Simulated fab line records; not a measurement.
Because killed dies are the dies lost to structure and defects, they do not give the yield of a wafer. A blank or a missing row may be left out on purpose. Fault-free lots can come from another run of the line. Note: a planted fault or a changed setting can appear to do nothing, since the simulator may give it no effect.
A single fault, viewed from 2 desks    flow gf180mcu    only its own numbers are on each desk; what lay behind them is given at the end

## TOOL OWNER'S DESK, pvd-sputter-01
The tool's own readings at GF_MIM_SPUTTER_09 (material TiN, target thk 35 nm, time 29.2 s): means of the sampled wafers that have a number, for each lot that ran on this tool. If a lot's mean is further than 4 standard deviations from the usual mean, the lot is out of limits and carries the mark OUT (the distance appears in the brackets).
Columns: A = throttle-valve-pct at GF_MIM_SPUTTER_09, usual 30.0 %
lot   first seen here  A
L588  day 26 20:48     30.1
L596  day 29 06:40     29.9
L597  day 29 13:32     29.6
This desk's verdict: no lot among the 3 shows anything out of limits.

## THE METROLOGY DESK
What the gauges read, lot by lot, whatever tool the lot ran on: means of the sampled wafers that have a number. If a lot's mean is further than 4 standard deviations from the usual mean, the lot is out of limits and carries the mark OUT (the distance appears in the brackets).
Columns: A = V4_W_RS at GF_V4_RS_MEAS_24, usual 0.327 ohm/sq; B = V4_W_THK at GF_V4_THK_MEAS_25, usual 365 nm; C = MIM_CVD_05_THK at GF_MIM_THK_MEAS_06, usual 41.9 nm; D = MIM_ALCU_RS at GF_MIM_RS_MEAS_10, usual 0.1602 ohm/sq; E = MIM_ALCU_THK at GF_MIM_THK_MEAS_11, usual 200.8 nm; F = cd-nm at GF_M5_CD_MEAS_07, usual 279.8 nm; G = M5_OVL at GF_M5_OVL_MEAS_08, usual 0 nm
lot   first seen here  A      B    C     D       E      F      G
L588  day 26 19:56     0.330  364  42.5  0.1596  201.2  280.8  7
L591  day 27 19:28     0.322  381  41.1  0.1584  204.3  279.4  -7
L596  day 29 05:49     0.328  363  42.0  0.1588  206.8  280.1  5
L597  day 29 12:41     0.327  358  41.8  0.1597  204.9  281.0  11
L602  day 30 20:56     0.328  371  42.3  0.1590  201.5  278.3  2
L604  day 31 10:26     0.328  357  41.9  0.1613  198.2  280.4  -8
This desk's verdict: no lot among the 6 shows anything out of limits.

## ALL TOGETHER
Nothing out of limits was seen by the tool owner's desk.
At the metrology desk, nothing out of limits was observed.

## WHAT THE SIMULATOR HAD INSERTED
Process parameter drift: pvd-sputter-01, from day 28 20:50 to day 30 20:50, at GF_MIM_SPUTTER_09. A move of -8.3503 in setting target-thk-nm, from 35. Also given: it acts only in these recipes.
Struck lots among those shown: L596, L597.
